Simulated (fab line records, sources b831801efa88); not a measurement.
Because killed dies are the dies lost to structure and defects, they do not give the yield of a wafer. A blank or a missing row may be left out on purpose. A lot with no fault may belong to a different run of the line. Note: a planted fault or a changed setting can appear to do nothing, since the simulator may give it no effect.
Lot-split experiment / flow sky130 / on a route of 708 steps: 5 lots, 23 wafers read

## THE SPLIT
At SKY_LDD_LDN_COAT_02 (resist thk 1140 nm), the setting spin rpm was moved away from the recipe's 3000 rpm on 8 of the 23 wafers read, by -2.7% to +5.1%. This setting was run at the recipe's value on the other wafers.

The reading is taken at the split's own step.

## THE READING
NOVOLAK_of_LDD_LDN_COAT_02.thk nm (the simulator's own value, which no gauge read), in nm, at SKY_LDD_LDN_COAT_02 (resist thk 1140 nm). The file does not state a usual value for it. Across the 15 wafers here that went through the recipe, the average is 1140 nm and the standard deviation 4.2 nm.

wafer=L077.1; tool, chamber at the split=litho track-04, 0; spin rpm as run, rpm=2919; against the recipe=-2.7%; NOVOLAK_of_LDD_LDN_COAT_02.thk nm, nm=1155; against lot-mates on the recipe=+17
wafer=L077.3; tool, chamber at the split=litho track-04, 0; spin rpm as run, rpm=2919; against the recipe=-2.7%; NOVOLAK_of_LDD_LDN_COAT_02.thk nm, nm=1155; against lot-mates on the recipe=+17
wafer=L077.2; tool, chamber at the split=litho track-04, 0; spin rpm as run, rpm=3000; against the recipe=recipe; NOVOLAK_of_LDD_LDN_COAT_02.thk nm, nm=1138; against lot-mates on the recipe=-
wafer=L077.6; tool, chamber at the split=litho track-04, 0; spin rpm as run, rpm=3000; against the recipe=recipe; NOVOLAK_of_LDD_LDN_COAT_02.thk nm, nm=1138; against lot-mates on the recipe=-
wafer=L077.5; tool, chamber at the split=litho track-04, 0; spin rpm as run, rpm=2919; against the recipe=-2.7%; NOVOLAK_of_LDD_LDN_COAT_02.thk nm, nm=1153; against lot-mates on the recipe=+15
wafer=L080.2; tool, chamber at the split=litho track-04, 0; spin rpm as run, rpm=3000; against the recipe=recipe; NOVOLAK_of_LDD_LDN_COAT_02.thk nm, nm=1134; against lot-mates on the recipe=-
wafer=L080.4; tool, chamber at the split=litho track-04, 0; spin rpm as run, rpm=3000; against the recipe=recipe; NOVOLAK_of_LDD_LDN_COAT_02.thk nm, nm=1138; against lot-mates on the recipe=-
wafer=L080.5; tool, chamber at the split=litho track-04, 0; spin rpm as run, rpm=3000; against the recipe=recipe; NOVOLAK_of_LDD_LDN_COAT_02.thk nm, nm=1139; against lot-mates on the recipe=-
wafer=L082.1; tool, chamber at the split=litho track-01, 0; spin rpm as run, rpm=3152; against the recipe=+5.1%; NOVOLAK_of_LDD_LDN_COAT_02.thk nm, nm=1108; against lot-mates on the recipe=-30
wafer=L082.4; tool, chamber at the split=litho track-01, 0; spin rpm as run, rpm=3152; against the recipe=+5.1%; NOVOLAK_of_LDD_LDN_COAT_02.thk nm, nm=1108; against lot-mates on the recipe=-30
wafer=L082.3; tool, chamber at the split=litho track-01, 0; spin rpm as run, rpm=3000; against the recipe=recipe; NOVOLAK_of_LDD_LDN_COAT_02.thk nm, nm=1138; against lot-mates on the recipe=-
wafer=L082.5; tool, chamber at the split=litho track-01, 0; spin rpm as run, rpm=3000; against the recipe=recipe; NOVOLAK_of_LDD_LDN_COAT_02.thk nm, nm=1137; against lot-mates on the recipe=-
wafer=L082.6; tool, chamber at the split=litho track-01, 0; spin rpm as run, rpm=3152; against the recipe=+5.1%; NOVOLAK_of_LDD_LDN_COAT_02.thk nm, nm=1110; against lot-mates on the recipe=-28
wafer=L084.1; tool, chamber at the split=litho track-02, 0; spin rpm as run, rpm=3000; against the recipe=recipe; NOVOLAK_of_LDD_LDN_COAT_02.thk nm, nm=1149; against lot-mates on the recipe=-
wafer=L084.2; tool, chamber at the split=litho track-02, 0; spin rpm as run, rpm=3086; against the recipe=+2.9%; NOVOLAK_of_LDD_LDN_COAT_02.thk nm, nm=1128; against lot-mates on the recipe=-19
wafer=L084.3; tool, chamber at the split=litho track-02, 0; spin rpm as run, rpm=3000; against the recipe=recipe; NOVOLAK_of_LDD_LDN_COAT_02.thk nm, nm=1145; against lot-mates on the recipe=-
wafer=L084.5; tool, chamber at the split=litho track-02, 0; spin rpm as run, rpm=3086; against the recipe=+2.9%; NOVOLAK_of_LDD_LDN_COAT_02.thk nm, nm=1131; against lot-mates on the recipe=-16
wafer=L084.6; tool, chamber at the split=litho track-02, 0; spin rpm as run, rpm=3000; against the recipe=recipe; NOVOLAK_of_LDD_LDN_COAT_02.thk nm, nm=1148; against lot-mates on the recipe=-
wafer=L085.1; tool, chamber at the split=litho track-02, 0; spin rpm as run, rpm=3000; against the recipe=recipe; NOVOLAK_of_LDD_LDN_COAT_02.thk nm, nm=1140; against lot-mates on the recipe=-
wafer=L085.2; tool, chamber at the split=litho track-02, 0; spin rpm as run, rpm=3000; against the recipe=recipe; NOVOLAK_of_LDD_LDN_COAT_02.thk nm, nm=1138; against lot-mates on the recipe=-
wafer=L085.4; tool, chamber at the split=litho track-02, 0; spin rpm as run, rpm=3000; against the recipe=recipe; NOVOLAK_of_LDD_LDN_COAT_02.thk nm, nm=1138; against lot-mates on the recipe=-
wafer=L085.3; tool, chamber at the split=litho track-02, 0; spin rpm as run, rpm=3000; against the recipe=recipe; NOVOLAK_of_LDD_LDN_COAT_02.thk nm, nm=1136; against lot-mates on the recipe=-
wafer=L085.5; tool, chamber at the split=litho track-02, 0; spin rpm as run, rpm=3000; against the recipe=recipe; NOVOLAK_of_LDD_LDN_COAT_02.thk nm, nm=1137; against lot-mates on the recipe=-

FIT RESULTS
A straight line over all 23 wafers: NOVOLAK_of_LDD_LDN_COAT_02.thk nm changes by -5.63 nm for each +1% of spin rpm; r = -0.95; the points scatter about the line by 4.2 nm.
The same after taking each lot's own level away (the mean of its wafers on the recipe; 23 wafers): -5.84 nm for each +1%; r = -0.99; scatter 1.5 nm.
Per that fit: largest spin rpm move, reading shift of 30 nm.
Measured against the standard deviation above, the lots' own levels, which go from 1137.0 to 1147.3 nm, span 2.5 times it.
Hence the lot-to-lot level has little effect on the slope; both slopes agree.
Check: -29.5 nm against its lot-mates is what the line predicts for one of the wafers moved furthest among these (+5.1%) when that wafer is left out of the fit. Against them it came out at -29.5 nm.

## THESE WAFERS: OTHER SPLITS
These wafers also went through other splits before the reading. Each is held against what the fit with the lots' levels taken away leaves over:
other split on the same wafers=SKY_RES_PROTECT_SOFTBAKE_03 temp c; wafers away from the commonest value=2; r with NOVOLAK_of_LDD_LDN_COAT_02.thk nm (lot level and that fit taken away)=-0.03
other split on the same wafers=SKY_POLY_GATE_OXIDATION_20 ox time s; wafers away from the commonest value=18; r with NOVOLAK_of_LDD_LDN_COAT_02.thk nm (lot level and that fit taken away)=-0.18
other split on the same wafers=SKY_LDD_N_IMPLANT_09 energy kev; wafers away from the commonest value=5; r with NOVOLAK_of_LDD_LDN_COAT_02.thk nm (lot level and that fit taken away)=-0.15
other split on the same wafers=SKY_LDD_N_IMPLANT_14 energy kev; wafers away from the commonest value=10; r with NOVOLAK_of_LDD_LDN_COAT_02.thk nm (lot level and that fit taken away)=+0.10
other split on the same wafers=SKY_LDD_P_IMPLANT_09 energy kev; wafers away from the commonest value=6; r with NOVOLAK_of_LDD_LDN_COAT_02.thk nm (lot level and that fit taken away)=+0.12
other split on the same wafers=SKY_LDD_HVN_COAT_02 spin rpm; wafers away from the commonest value=7; r with NOVOLAK_of_LDD_LDN_COAT_02.thk nm (lot level and that fit taken away)=+0.18
other split on the same wafers=SKY_LDD_HVN_IMPLANT_08 energy kev; wafers away from the commonest value=8; r with NOVOLAK_of_LDD_LDN_COAT_02.thk nm (lot level and that fit taken away)=+0.43

## THE WHOLE CHAIN: every reading that the file lists as answering this split, in the file's order
step=SKY_LDD_LDN_COAT_02; what it does=resist thk 1140 nm; reading=NOVOLAK_of_LDD_LDN_COAT_02.thk nm (the simulator's own value, which no gauge read); change (the file's fit)=-5.77 nm for each +1% of the setting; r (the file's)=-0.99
step=SKY_LDD_LDN_STRIP_12; what it does=strips in O2/N2; reading=strip time to endpoint s; change (the file's fit)=withheld for each +1% of the setting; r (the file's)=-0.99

## FILE'S OWN FIT
NOVOLAK_of_LDD_LDN_COAT_02.thk nm changes by -5.77 nm for each +1% of spin rpm, r = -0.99.
